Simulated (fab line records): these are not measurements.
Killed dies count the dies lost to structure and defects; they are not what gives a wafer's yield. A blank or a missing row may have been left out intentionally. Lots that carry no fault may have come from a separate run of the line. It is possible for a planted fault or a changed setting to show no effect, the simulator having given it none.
Which tool was responsible? + flow gf180mcu + at 1 step of a route of 602, 15 lots with 45 wafers sampled

== WHAT EACH GAUGE READ, for each wafer ==
GF_CONTACT_OVL_MEAS_15. Usual: CONTACT_OVL 1 nm, standard deviation 5.3.
| lot  | measured     | on         | CONTACT_OVL (nm) | flag |
|------|--------------|------------|------------------|------|
| L898 | day 16 02:05 | overlay-01 | -9 -8 -1         |      |
| L899 | day 16 05:56 | overlay-01 | 13 1 7           |      |
| L900 | day 16 15:20 | overlay-02 | 1 -4 2           |      |
| L904 | day 18 14:17 | overlay-02 | 1 -5 5           |      |
| L903 | day 18 15:24 | overlay-01 | 0 -6 2           |      |
| L907 | day 19 14:50 | overlay-02 | 3 -3 -4          |      |
| L909 | day 20 11:00 | overlay-02 | -2 -1 4          |      |
| L910 | day 20 12:57 | overlay-01 | 4 2 0            |      |
| L911 | day 21 03:08 | overlay-01 | 4 -3 4           |      |
| L912 | day 21 04:41 | overlay-02 | 6 -1 4           |      |
| L913 | day 21 16:08 | overlay-02 | 4 -8 -4          |      |
| L914 | day 21 23:32 | overlay-02 | 8 -7 2           |      |
| L915 | day 22 02:44 | overlay-01 | 2 4 4            |      |
| L916 | day 22 11:23 | overlay-01 | 7 -1 8           |      |
| L921 | day 24 07:32 | overlay-01 | 8 6 7            |      |

== EACH LOT AND THE TOOL THAT RAN IT (in order: tool; ch and the chambers of the sampled wafers; start) ==
Before these readings, the record contains no process step.

== AS READ BY THE TOOLS THEMSELVES (means over the sampled wafers that have a number; for cases with no such wafer, the mark the record gives instead) ==
The record holds no such reading with a usual standard deviation.

== THE ANSWER, worked out from the rows above alone ==
Rule: take the mean of a lot's wafers that have a number; if it is more than 3 standard deviations from the usual mean, the lot is off. Also off: a lot with no number at a reading for which 4 or more lots have one. Any other lot the step has rows for is counted as sound. After the gauges, taken in route order, come the tools' own readings; for these a lot's mean is taken, as printed above. At the first step where some lot is off, the reading lying furthest off is the one used; lots without a number count as furthest.
No lot is off at any reading shown: from this, nothing can be told.

== WHAT WAS PUT IN BY THE SIMULATOR ==
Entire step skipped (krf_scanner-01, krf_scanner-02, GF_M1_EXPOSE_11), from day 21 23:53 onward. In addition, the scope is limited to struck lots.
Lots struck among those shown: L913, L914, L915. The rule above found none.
